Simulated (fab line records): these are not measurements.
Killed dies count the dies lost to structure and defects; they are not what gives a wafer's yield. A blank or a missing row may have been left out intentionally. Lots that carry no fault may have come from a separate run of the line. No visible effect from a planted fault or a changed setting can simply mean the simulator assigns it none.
Which tool is to blame? -- flow sky130 -- Sampling: 13 lots, 39 wafers, 3 of 708 route steps

== WHAT EACH GAUGE READ, for each wafer ==
SKY_VIA1_RS_MEAS_22: measures by four-point-probe.
lot,measured,on,VIA1_W_RS (ohm/sq)
L498,day 35 14:06,film-metro-01,0.433 0.427 0.416
L499,day 35 15:42,film-metro-02,0.436 0.428 0.433
L500,day 35 19:25,film-metro-02,0.425 0.428 0.432
L501,day 35 22:22,film-metro-03,0.426 0.428 0.430
L502,day 36 09:04,film-metro-01,0.424 0.420 0.426
L503,day 36 12:57,film-metro-01,0.427 0.419 0.419
L504,day 37 01:38,film-metro-03,0.423 0.421 0.425
L505,day 37 07:25,film-metro-03,0.426 0.425 0.420
L509,day 38 15:55,film-metro-03,0.422 0.424 0.429
L510,day 38 13:52,film-metro-01,0.423 0.422 0.421
L514,day 39 15:22,film-metro-03,0.421 0.432 0.423
L517,day 40 20:54,film-metro-03,0.430 0.437 0.433
L519,day 41 02:21,film-metro-01,0.428 0.427 0.439

== TOOL THAT RAN EACH LOT (tool first, then ch and the chambers of the sampled wafers, then the start) ==
lot,SKY_FIELD_ISO_WET_ETCH_18,SKY_VIA1_SPUTTER_20
L498,"wet-bench-01 ch 3, day 2 14:24","pvd-sputter-02, day 35 13:53"
L499,"wet-bench-02 ch 0, day 2 22:10","pvd-sputter-02, day 35 15:33"
L500,"wet-bench-02 ch 3, day 3 08:59","pvd-sputter-04, day 35 19:15"
L501,"wet-bench-01 ch 3, day 3 09:25","pvd-sputter-04, day 35 22:13"
L502,"wet-bench-04 ch 3, day 3 18:59","pvd-sputter-02, day 36 08:54"
L503,"wet-bench-02 ch 2, day 3 19:06","pvd-sputter-04, day 36 12:48"
L504,"wet-bench-04 ch 2, day 4 03:31","pvd-sputter-03, day 37 01:29"
L505,"wet-bench-01 ch 2, day 4 06:23","pvd-sputter-04, day 37 07:09"
L509,"wet-bench-01 ch 1, day 5 01:08","pvd-sputter-02, day 38 15:45"
L510,"wet-bench-01 ch 0, day 5 06:58","pvd-sputter-02, day 38 13:42"
L514,"wet-bench-01 ch 0, day 6 02:23","pvd-sputter-02, day 39 15:12"
L517,"wet-bench-01 ch 0, day 6 21:43","pvd-sputter-02, day 40 20:43"
L519,"wet-bench-04 ch 1, day 7 06:08","pvd-sputter-02, day 41 02:11"
- SKY_FIELD_ISO_WET_ETCH_18: etches Si3N4 in H3PO4, target depth 25 nm, time 286 s.
- SKY_VIA1_SPUTTER_20: material TiN, target thk 20 nm, time 80 s.

== WHAT THE TOOLS THEMSELVES READ (means of the sampled wafers that have a number; where no wafer has one, the mark that the record gives instead) ==
SKY_FIELD_ISO_WET_ETCH_18.
lot,tool,bath-guard-temp-C (C),run-length-s (s)
L498,wet-bench-01,160.0,312
L499,wet-bench-02,160.2,312
L500,wet-bench-02,160.0,317
L501,wet-bench-01,160.1,314
L502,wet-bench-04,160.4,318
L503,wet-bench-02,160.6,313
L504,wet-bench-04,160.0,310
L505,wet-bench-01,160.6,314
L509,wet-bench-01,160.6,311
L510,wet-bench-01,160.5,318
L514,wet-bench-01,160.7,310
L517,wet-bench-01,160.8,524
L519,wet-bench-04,160.5,311

SKY_VIA1_SPUTTER_20.
lot,tool,throttle-valve-pct (%)
L498,pvd-sputter-02,30.5
L499,pvd-sputter-02,31.6
L500,pvd-sputter-04,30.2
L501,pvd-sputter-04,30.1
L502,pvd-sputter-02,31.5
L503,pvd-sputter-04,30.3
L504,pvd-sputter-03,30.4
L505,pvd-sputter-04,30.4
L509,pvd-sputter-02,31.6
L510,pvd-sputter-02,31.0
L514,pvd-sputter-02,31.6
L517,pvd-sputter-02,32.0
L519,pvd-sputter-02,30.8

== THE ANSWER, worked out from the rows above alone ==
Rule: the usual values come from the lots themselves. Put in order of their means at a reading, lots are off if they are a third of the lots or fewer, leave a main group of 4 or more, and stand apart from it by a gap of 3 or more times the standard deviation of the main group's means; of several such gaps the widest counts. Not used: any main group whose means are identical at the precision the tables above print for the reading. A lot without any number at a reading at which 4 lots or more have one is off too. The other lots that the step has rows for count as sound. The gauges are gone through in route order, then the tools' own readings, and for those a lot's mean is taken as printed above. At the first step where some lot is off, the reading lying furthest off is the one used; lots without a number count as furthest.
Off at SKY_FIELD_ISO_WET_ETCH_18 (run-length-s): L517. The main group has a mean of 313 s with a standard deviation of 2.8.
If a tool, at that step or one of the process steps before it, ran each lot that is off and ran no sound lot following the first of them, it fits. One fits: SKY_FIELD_ISO_WET_ETCH_18 on wet-bench-01. A fault onset in the window from L514 (day 6 02:23, its last sound lot) to L517 (day 6 21:43, its first lot off) fits.
The tool's own readings at SKY_FIELD_ISO_WET_ETCH_18 bear it out: on the lots that are off they differ by more than 5 times the standard deviation of the sound lots' means. run-length-s reads 524 s there against 313 s on the sound lots.

== WHAT THE SIMULATOR HAD INSERTED ==
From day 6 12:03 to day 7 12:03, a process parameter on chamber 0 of wet-bench-01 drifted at SKY_FIELD_ISO_WET_ETCH_18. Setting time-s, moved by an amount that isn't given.
Struck lots among those shown: L517. The rule above found the same.
